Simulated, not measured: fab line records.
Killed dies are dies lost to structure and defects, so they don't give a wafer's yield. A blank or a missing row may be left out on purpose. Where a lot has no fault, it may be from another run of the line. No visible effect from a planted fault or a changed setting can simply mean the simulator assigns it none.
Matching of chambers    flow sfqLine    cmp-01 running SFQ_TRILAYER_A5B_CMP_CMP_130: 4 sister chambers
The step polishes, stops on Nb, target thk 340.7 nm. 8 wafers are shown with their chamber, then 8 later ones without.

WAFERS WITH THEIR CHAMBER
wafer   chamber  motorCurrentA (A)  edgeZonePressureFrac
L213.6  3        9.3                1.005
L216.3  1        10.8               1.000
L216.4  2        11.8               1.008
L216.5  1        9.7                1.003
L217.1  3        9.9                0.998
L217.3  0        10.2               1.002
L217.6  2        12.4               1.005
L220.4  0        9.4                1.002

WAFERS WHOSE CHAMBER IS MISSING
wafer   motorCurrentA (A)  edgeZonePressureFrac
L220.3  9.7                1.000
L220.5  11.0               0.988
L222.2  11.7               1.006
L222.5  10.1               1.006
L222.6  9.8                1.001
L224.2  12.5               1.001
L224.3  10.1               1.003
L224.4  10.8               1.005

WHICH CHAMBER EACH ONE RAN IN
wafer   from the rows above                in truth
L220.3  can't be placed: 3 or 0 or 1       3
L220.5  can't be placed: 1 or 3 or 0 or 2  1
L222.2  2                                  2
L222.5  can't be placed: 0 or 1 or 3       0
L222.6  can't be placed: 0 or 3 or 1       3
L224.2  can't be placed: 2 or 1            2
L224.3  can't be placed: 1 or 0 or 3       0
L224.4  can't be placed: 1 or 0 or 2 or 3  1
1 of 8 placed correctly. Not placeable from these rows: 7 (in 7, the candidates include the true chamber). Number placed wrongly: 0.
How it was worked out, from the rows above alone: a wafer's distance from a chamber is the root of the sum, over the readings, of the square of ((its reading less the chamber's mean) divided by the reading's scatter). The wafer belongs to the nearest chamber; if the next one is less than 2 further off, it can't be placed. The mean given for a chamber averages the wafers shown for that chamber. The scatter: the root of (the sum of the squares of (reading less its chamber's mean) over the shown wafers, divided by (wafers less chambers)).
